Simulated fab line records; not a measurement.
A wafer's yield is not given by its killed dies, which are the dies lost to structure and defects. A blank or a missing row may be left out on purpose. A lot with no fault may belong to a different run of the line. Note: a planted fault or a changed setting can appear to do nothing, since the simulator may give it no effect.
Chamber matching | flow gf180mcu | GF_V5_ETCH_16 on rieDiel-02: 4 sister chambers
The step etches BARC in N2/H2. 4 wafers are shown with their chamber, then 7 later ones without.

WAFERS WITH THEIR CHAMBER
wafer  | chamber | drypumpMotorCurrentA (A)
L238.4 | 2       | 5.89
L240.6 | 0       | 5.94
L245.2 | 1       | 5.82
L245.3 | 3       | 5.76

WAFERS MISSING THEIR CHAMBER
wafer  | drypumpMotorCurrentA (A)
L245.6 | 5.86
L253.1 | 5.83
L253.2 | 5.92
L253.6 | 5.86
L255.3 | 5.79
L255.5 | 5.91
L255.6 | 5.79

EACH ONE'S CHAMBER
wafer  | from the rows above          | in truth
L245.6 | can't be placed: 2 or 1 or 0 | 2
L253.1 | can't be placed: 1 or 2      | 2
L253.2 | can't be placed: 0 or 2      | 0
L253.6 | can't be placed: 2 or 1 or 0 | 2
L255.3 | can't be placed: 1 or 3      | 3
L255.5 | can't be placed: 2 or 0      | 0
L255.6 | can't be placed: 1 or 3      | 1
0 of 7 placed correctly. Not placeable from these rows: 7 (in 7, the candidates include the true chamber). Wrongly placed: 0.
How it was worked out, from the rows above alone: a wafer's distance from a chamber is the root of the sum, over the readings, of the square of ((its reading less the chamber's mean) divided by the reading's scatter). If the next closest chamber is less than 2 further off than the closest, the wafer can't be placed; otherwise it belongs to the closest. For every chamber, the mean is computed from those of its wafers that are shown. The scatter (one wafer shown for each chamber): square how far every hidden wafer sits from the nearest shown wafer, average those squares and take the square root.
